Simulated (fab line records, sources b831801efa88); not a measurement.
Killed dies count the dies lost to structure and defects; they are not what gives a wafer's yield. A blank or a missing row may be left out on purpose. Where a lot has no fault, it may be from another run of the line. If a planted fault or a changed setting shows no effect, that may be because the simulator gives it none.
Problem report in the 8D (eight disciplines) form, filled by code ; flow gf180mcu ; the parts of the form that need people (team, actions taken, sign-off) are left out

## 1. PROBLEM STATEMENT
heaterPowerTotalW at GF_VT_IMPLANT_SOFTBAKE_25 reads a mean of 57.09 W on 6 wafers of 2 lots; wafers without a fault read 56.60 W with a standard deviation of 0.042. That puts it +12 standard deviations away from the usual mean.
The step: time 60 s.
First observed at day 8 15:24: wafer L511.2, on lithoTrack-01. At this step, 39 wafers from 13 lots have a number in the record. By rule, "out" or "out of limits" means more than 4 standard deviations away from the usual mean. The other wafers with a number count as sound.

## 2. WHAT IT IS; WHAT IT IS NOT
question;is;is not
which readings at this step;heaterPowerTotalW;resistLineTempC
which lots;L511, L515;L504, L512, L513, L519, L520, L521, L522, L523, L524, L525, L526
which wafers of those lots;all that have a number;-
read on which tools;lithoTrack-01;lithoTrack-03, lithoTrack-04
when;from day 8 15:24;"up to then (3 sound wafers); but 30 sound wafers of L512, L513, L519, L520, L521, L522, L523, L524, L525, L526 came after"

## 3. THE SUSPECTS, EACH WITH WHAT RULES IT OUT
Counting: a tool stays on the suspect list if, at a process step up to the reading, it processed all lots that are out and no sound lot following the first of them.
- lithoTrack-01 at GF_VT_IMPLANT_SOFTBAKE_25 (time 60 s): ruled out as a lasting fault. The sound lots L525, L526 went through it after L511, its earliest lot that is out (day 8 15:24).
Left after counting: nothing in the record.

## 4. THE CAUSE (what the simulator had put in)
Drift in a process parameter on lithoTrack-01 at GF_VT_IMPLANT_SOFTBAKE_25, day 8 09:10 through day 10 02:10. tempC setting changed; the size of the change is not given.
Counting ruled it out, wrongly.

## 5. SEQUENCE OF EFFECTS, ordered by route
Each row: a reading whose mean over the struck wafers that have a number lies more than 3 standard deviations from the usual. Only readings whose record carries a usual standard deviation are examined. hours: median over the lots of the time between each lot's start at the first step of this table that gives one and its start at this step. sigmas: the change, counted in usual standard deviations.
hours;step;reading;usual;on struck wafers;change;sigmas
0;GF_VT_IMPLANT_SOFTBAKE_25;heaterPowerTotalW;56.60 W;57.09;+0.49;+12
0;GF_VT_IMPLANT_SOFTBAKE_25;plateTempC;90.00 C;90.51;+0.51;+3.9
Its process steps:
- GF_VT_IMPLANT_SOFTBAKE_25: time 60 s.
At these later measuring or inspecting steps, every struck wafer for which the step has a row has a number for every such reading, and none has moved that far: GF_POLY_GATE_THK_MEAS_01.

## 6. HOW IT WOULD HAVE BEEN CAUGHT EARLIER
In this record no reading fell out of limits until day 8 15:24, 6 hours after the fault had begun at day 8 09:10.
